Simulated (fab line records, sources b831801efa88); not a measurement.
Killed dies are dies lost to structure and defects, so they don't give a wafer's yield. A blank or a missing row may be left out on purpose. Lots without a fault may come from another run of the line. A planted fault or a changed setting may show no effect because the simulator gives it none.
Which tool did it? | flow gf180mcu | 6 lots, 18 wafers sampled, at 3 steps of a route of 602

WHAT THE GAUGES READ, wafer by wafer
GF_POLY_GATE_CD_MEAS_10: target cd 280 nm.
lot  | measured     | on        | cd_nm (nm)
L402 | day 9 12:51  | cd_sem-02 | 279.6 279.4 280.4
L404 | day 10 00:37 | cd_sem-02 | 281.3 281.3 282.0
L406 | day 10 22:51 | cd_sem-02 | 280.7 278.7 280.6
L411 | day 12 02:22 | cd_sem-02 | 251.3 251.5 251.7
L413 | day 12 22:28 | cd_sem-02 | 256.0 256.0 257.3
L419 | day 14 14:52 | cd_sem-02 | 280.0 278.7 278.8

WHICH TOOL RAN EACH LOT (tool, then ch and the chambers of the sampled wafers, then the start)
lot  | GF_DNWELL_STRIP_08                  | GF_POLY_GATE_EXPOSE_07
L402 | plasma_asher-02 ch 0,1, day 3 00:42 | krf_scanner-01 ch 0, day 9 04:34
L404 | plasma_asher-01 ch 0,1, day 3 09:38 | krf_scanner-01 ch 0, day 9 15:56
L406 | plasma_asher-01 ch 0,1, day 4 00:22 | krf_scanner-02 ch 0, day 10 13:57
L411 | plasma_asher-01 ch 0,1, day 5 00:13 | krf_scanner-02 ch 0, day 11 17:17
L413 | plasma_asher-02 ch 0,1, day 5 11:01 | krf_scanner-02 ch 0, day 12 12:19
L419 | plasma_asher-04 ch 0,1, day 6 18:34 | krf_scanner-01 ch 0, day 14 04:46
- GF_DNWELL_STRIP_08: strips in O2/N2.
- GF_POLY_GATE_EXPOSE_07: exposes mask Poly2, target cd 280 nm.

THE ANSWER, worked out from the rows above alone
Rule: what is usual is taken from the lots themselves. Put in order of their means at a reading, lots are off if they are a third of the lots or fewer, leave a main group of 4 or more, and stand apart from it by a gap of 3 or more times the standard deviation of the main group's means; of several such gaps the widest counts. A main group whose means are all the same, to the digits that the tables above print for the reading, isn't used. A lot without any number at a reading at which 4 lots or more have one is off too. The other lots that the step has rows for count as sound.
Off: L411, L413, at GF_POLY_GATE_CD_MEAS_10 (cd_nm). The main group: mean 280.1 nm, standard deviation 0.87.
A tool fits if, at a process step before that reading, it ran every lot that is off, and no sound lot after the first of them. The gauges at GF_POLY_GATE_CD_MEAS_10 are tried like those tools. One fits: krf_scanner-02 at GF_POLY_GATE_EXPOSE_07. Its last sound lot is L406 (day 10 13:57), its first lot that is off L411 (day 11 17:17): a fault that began between those two fits.

WHAT THE SIMULATOR HAD PUT IN
Process parameter drift: krf_scanner-02, from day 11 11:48 on, at GF_POLY_GATE_EXPOSE_07. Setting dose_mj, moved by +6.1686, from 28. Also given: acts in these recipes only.
Lots struck among those shown: L411, L413. The rule above found the same.
